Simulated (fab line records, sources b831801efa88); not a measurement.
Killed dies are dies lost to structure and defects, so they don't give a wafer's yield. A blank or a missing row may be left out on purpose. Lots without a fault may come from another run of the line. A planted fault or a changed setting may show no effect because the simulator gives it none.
Which tool did it? | flow gf180mcu | 6 lots, 18 wafers sampled, at 2 steps of a route of 602

WHAT THE GAUGES READ, wafer by wafer
GF_MVPSD_TW_MEAS_11.
lot  | measured     | on            | MVPSD_TW
L644 | day 5 12:50  | film_metro-02 | 547 548 547
L646 | day 6 00:13  | film_metro-04 | 557 554 557
L649 | day 6 17:46  | film_metro-01 | 548 548 546
L655 | day 8 04:14  | film_metro-04 | 366 367 367
L657 | day 8 22:22  | film_metro-02 | 364 365 365
L664 | day 10 14:28 | film_metro-04 | 554 552 554

WHICH TOOL RAN EACH LOT (tool, then ch and the chambers of the sampled wafers, then the start)
lot  | GF_MVPSD_IMPLANT_08
L644 | implanter-03 ch 0, day 5 12:29
L646 | implanter-02 ch 0, day 5 23:49
L649 | implanter-02 ch 0, day 6 17:22
L655 | implanter-02 ch 0, day 8 03:50
L657 | implanter-02 ch 0, day 8 21:59
L664 | implanter-01 ch 0, day 10 14:05
- GF_MVPSD_IMPLANT_08

THE ANSWER, worked out from the rows above alone
Rule: what is usual is taken from the lots themselves. Put in order of their means at a reading, lots are off if they are a third of the lots or fewer, leave a main group of 4 or more, and stand apart from it by a gap of 3 or more times the standard deviation of the main group's means; of several such gaps the widest counts. A main group whose means are all the same, to the digits that the tables above print for the reading, isn't used. A lot without any number at a reading at which 4 lots or more have one is off too. The other lots that the step has rows for count as sound.
Off: L655, L657, at GF_MVPSD_TW_MEAS_11 (MVPSD_TW). The main group: mean 551, standard deviation 3.8.
A tool fits if, at a process step before that reading, it ran every lot that is off, and no sound lot after the first of them. The gauges at GF_MVPSD_TW_MEAS_11 are tried like those tools. One fits: implanter-02 at GF_MVPSD_IMPLANT_08. Its last sound lot is L649 (day 6 17:22), its first lot that is off L655 (day 8 03:50): a fault that began between those two fits.

WHAT THE SIMULATOR HAD PUT IN
Process parameter drift: implanter-02, from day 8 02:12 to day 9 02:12, at GF_MVPSD_IMPLANT_08. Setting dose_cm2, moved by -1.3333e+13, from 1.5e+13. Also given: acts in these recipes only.
Lots struck among those shown: L655, L657. The rule above found the same.
